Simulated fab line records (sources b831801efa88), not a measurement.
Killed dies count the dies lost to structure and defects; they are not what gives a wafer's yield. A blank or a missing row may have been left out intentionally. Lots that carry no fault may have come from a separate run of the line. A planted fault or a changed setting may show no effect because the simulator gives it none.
Chamber matching    flow gf180mcu    4 sister chambers for GF_V2_CMP_26 on cmp-02
The step polishes, stops on SiO2, t overpolish 15 s, target thk 0 nm. 33 wafers are shown with their chamber, then 12 later ones without.

WAFERS WITH THEIR CHAMBER
wafer   chamber  motor_current_A (A)  time_to_endpoint_s (s)  overpolish_run_s (s)
L074.1  2        10.0                 87                      14.993
L074.5  1        10.1                 80                      14.993
L074.6  0        13.5                 90                      15.004
L077.3  1        10.7                 78                      14.992
L077.4  0        13.0                 80                      14.996
L077.6  1        9.8                  77                      15.009
L078.1  1        10.3                 75                      15.002
L078.4  2        9.5                  80                      15.007
L078.6  2        9.8                  81                      14.991
L078.2  3        9.0                  80                      14.997
L078.3  0        14.0                 82                      15.020
L078.5  3        9.5                  84                      15.009
L082.4  3        8.6                  85                      14.997
L082.5  3        9.2                  82                      14.992
L082.6  2        9.6                  82                      15.016
L084.1  2        9.4                  78                      15.002
L084.3  1        10.1                 80                      14.990
L084.4  3        9.3                  82                      15.012
L085.1  0        13.7                 84                      14.993
L085.3  3        8.9                  82                      14.991
L085.5  1        10.0                 79                      14.992
L086.4  3        8.8                  87                      15.013
L086.5  1        10.1                 83                      15.002
L086.6  2        9.5                  85                      15.016
L088.2  0        13.6                 88                      15.012
L088.3  2        10.0                 88                      14.998
L088.5  1        10.0                 84                      15.002
L090.1  3        9.3                  83                      14.996
L090.4  0        13.1                 88                      15.008
L090.6  0        12.9                 89                      15.004
L091.3  2        10.1                 85                      15.012
L091.4  0        13.4                 85                      15.003
L091.6  3        9.2                  85                      15.001

SIGNATURES (means of the wafers above)
reading             chamber 0  chamber 1  chamber 2  chamber 3  scatter within a chamber
motor_current_A     13.400     10.137     9.738      9.089      0.303
time_to_endpoint_s  85.75      79.50      83.25      83.33      3.08
overpolish_run_s    15.00500   14.99775   15.00437   15.00089   0.00851
Rule: a wafer lies at a distance from a chamber equal to the root of the sum of squares, over the readings, of (its reading less the chamber's mean, divided by the reading's scatter). The wafer belongs to the nearest chamber; if the next one is less than 2 further off, it can't be placed. The scatter: the root of (the sum of the squares of (reading less its chamber's mean) over the shown wafers, divided by (wafers less chambers)).

WAFERS WITHOUT THEIR CHAMBER
wafer   motor_current_A (A)  time_to_endpoint_s (s)  overpolish_run_s (s)
L092.1  10.4                 83                      15.009
L092.4  10.0                 83                      14.999
L092.6  10.4                 81                      15.002
L093.3  9.6                  85                      14.995
L093.4  9.5                  82                      15.005
L093.6  12.9                 87                      15.017
L094.1  10.1                 81                      14.995
L094.2  9.1                  90                      14.991
L094.4  13.4                 89                      15.004
L097.3  10.1                 85                      15.010
L097.4  10.4                 81                      15.001
L097.5  9.3                  84                      14.988

WHICH CHAMBER EACH ONE RAN IN
wafer   from the rows above           in truth
L092.1  can't be placed: 1 or 2       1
L092.4  can't be placed: 2 or 1 or 3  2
L092.6  can't be placed: 1 or 2       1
L093.3  can't be placed: 2 or 3 or 1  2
L093.4  can't be placed: 2 or 3 or 1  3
L093.6  0                             0
L094.1  can't be placed: 1 or 2       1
L094.2  can't be placed: 3 or 2       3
L094.4  0                             0
L097.3  can't be placed: 2 or 1       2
L097.4  can't be placed: 1 or 2       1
L097.5  can't be placed: 3 or 2 or 1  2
Correct placement for 2 of the 12. Cannot be placed on the basis of these rows: 10; the candidates contain the true chamber in 10. Placed wrongly: 0.
